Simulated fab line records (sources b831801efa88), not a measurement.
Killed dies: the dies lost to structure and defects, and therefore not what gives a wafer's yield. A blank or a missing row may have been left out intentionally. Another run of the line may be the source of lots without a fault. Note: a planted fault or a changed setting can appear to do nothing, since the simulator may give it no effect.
Code-filled problem report in 8D (eight disciplines) form | flow sky130 | the parts of the form that need people (team, actions taken, sign-off) are left out

## 1. PROBLEM STATEMENT
run-length-s at SKY_RES_XHIGH_SOFTBAKE_03 reads a mean of 90.94 s on 6 wafers of 2 lots; wafers without a fault read 89.08 s with a standard deviation of 0.11. That puts it +17 standard deviations away from the usual mean.
The step: time 60 s.
The first sign was on wafer L173.3 at day 32 09:36, on litho-track-04. The record holds 36 wafers of 12 lots with a number at this step. The rule behind "out" and "out of limits": a value lying over 4 standard deviations away from the usual mean. The other wafers with a number count as sound.

## 2. WHAT IT IS; WHAT IT IS NOT
question                    | is                     | is not
which readings at this step | run-length-s           | heater-power-total-W
which lots                  | L173, L174             | L156, L159, L161, L162, L164, L166, L168, L169, L171, L178
which wafers of those lots  | all that have a number | -
read on which tools         | litho-track-04         | litho-track-01, litho-track-02
when                        | from day 32 09:36      | up to then (27 sound wafers); but 3 sound wafers of L178 came after

## 3. THE SUSPECTS, EACH WITH WHAT RULES IT OUT
Counting: a tool stays on the suspect list if, at a process step up to the reading, it processed all lots that are out and no sound lot following the first of them.
- litho-track-04 at SKY_RES_XHIGH_SOFTBAKE_03 (time 60 s): kept. Every lot that is out went through it, starting with L173 (day 32 09:36), and after that it ran no sound lot; the last sound lot it ran before then is L169 (day 31 13:48). Its own run-length-s readings are out on those wafers.
Left after counting: litho-track-04 at SKY_RES_XHIGH_SOFTBAKE_03.

## 4. THE CAUSE (what the simulator had put in)
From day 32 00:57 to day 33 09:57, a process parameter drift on litho-track-04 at SKY_RES_XHIGH_SOFTBAKE_03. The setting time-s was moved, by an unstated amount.
Only this tool survived the counting.

## 5. SEQUENCE OF EFFECTS, ordered by route
Rows list readings where the struck wafers' mean (over those with a number) sits beyond 3 standard deviations from the usual. Only readings for which the record gives a usual standard deviation are gone through. hours: the time from each lot's start at the first step in this table that gives one to its start at this step, as a median over the lots. sigmas: the change in usual standard deviations.
hours | step                      | reading      | usual   | on struck wafers | change | sigmas
0     | SKY_RES_XHIGH_SOFTBAKE_03 | run-length-s | 89.08 s | 90.94            | +1.86  | +17
Its process steps:
- SKY_RES_XHIGH_SOFTBAKE_03: time 60 s.

## 6. HOW IT WOULD HAVE BEEN CAUGHT EARLIER
9 hours passed between the start of the fault at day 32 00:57 and the first reading out of limits in this record, taken at day 32 09:36.
